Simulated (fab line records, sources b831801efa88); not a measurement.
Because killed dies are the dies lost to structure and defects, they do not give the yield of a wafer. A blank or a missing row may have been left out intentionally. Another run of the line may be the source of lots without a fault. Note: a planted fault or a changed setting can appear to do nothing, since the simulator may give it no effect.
8D (eight disciplines) problem report, filled in by code :: flow sky130 :: the parts of the form that need people (team, actions taken, sign-off) are left out

## 1. WHAT IS WRONG
head_pressure_psi at SKY_CONTACT_CMP_04 reads a mean of 3.240 psi on 3 wafers of 3 lots; wafers without a fault read 4.002 psi with a standard deviation of 0.0089. Relative to the usual mean, that is a shift of -86 standard deviations.
The step: polishes SiO2.
Seen first at day 33 23:35 on cmp-02, wafer L669.4. At this step, 41 wafers from 14 lots have a number in the record. Rule for "out", or "out of limits": more than 4 standard deviations from the usual mean. The other wafers with a number count as sound.

## 2. WHAT THIS IS AND IS NOT
question: which readings at this step
is: head_pressure_psi, time_to_endpoint_s
is not: motor_current_A, slurry_filter_dp_kPa

question: which lots
is: L669, L670, L671
is not: L661, L663, L664, L666, L667, L676, L677, L678, L680, L681, L682

question: which wafers of those lots
is: L669.4, L670.2, L671.6
is not: L669.3, L669.5, L670.4, L670.6, L671.2, L671.3

question: read on which tools
is: cmp-02
is not: cmp-01

question: when
is: from day 33 23:35
is not: up to then (17 sound wafers); but 21 sound wafers of L670, L671, L676, L677, L678, L680, L681, L682 came after

## 3. SUSPECTS, AND WHAT RULES EACH OUT
Counting: a tool at a process step up to the reading stays a suspect if it ran every lot that is out. Sound lots after the first of them don't rule it out here, since some wafers of a struck lot are sound.
- cmp-02 at SKY_CONTACT_CMP_04 (polishes SiO2): kept. Every lot that is out went through it, the first being L669 (day 33 23:35); the last sound lot it ran before that was L666 (day 32 22:35). On those wafers its own readings are out: head_pressure_psi, time_to_endpoint_s.
- Within cmp-02 at SKY_CONTACT_CMP_04: the wafers that are out ran in chamber 0; their sound lot-mates ran in chambers 1, 2, 3.
Remaining after the count: cmp-02 at SKY_CONTACT_CMP_04.

## 4. THE CAUSE (what the simulator had put in)
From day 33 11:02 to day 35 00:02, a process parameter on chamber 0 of cmp-02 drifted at SKY_CONTACT_CMP_04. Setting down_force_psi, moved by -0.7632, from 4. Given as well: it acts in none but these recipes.
After counting, this tool was the only one left.

## 5. SEQUENCE OF EFFECTS, ordered by route
Each row: a reading where the mean over the struck wafers with a number is more than 3 standard deviations away from the usual. Readings are gone through only where the record gives a usual standard deviation; hours: the median, over the lots, of the time from a lot's start at the first step in this table giving one to that lot's start at this step; sigmas: the change measured in usual standard deviations.
hours: 0
step: SKY_CONTACT_CMP_04
reading: head_pressure_psi
usual: 4.002 psi
on struck wafers: 3.240
change: -0.762
sigmas: -86

hours: 0
step: SKY_CONTACT_CMP_04
reading: time_to_endpoint_s
usual: 84 s
on struck wafers: 103
change: +19
sigmas: +4.3
It contains these process steps:
- SKY_CONTACT_CMP_04: polishes SiO2.
At these later measuring or inspecting steps, every struck wafer for which the step has a row has a number for every such reading, and none has moved that far: SKY_METAL1_CD_MEAS_15, SKY_VIA1_THK_MEAS_01.

## 6. WHAT WOULD HAVE CAUGHT IT SOONER
First out-of-limits reading in this record: day 33 23:35, which is 13 hours after fault onset at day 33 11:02.
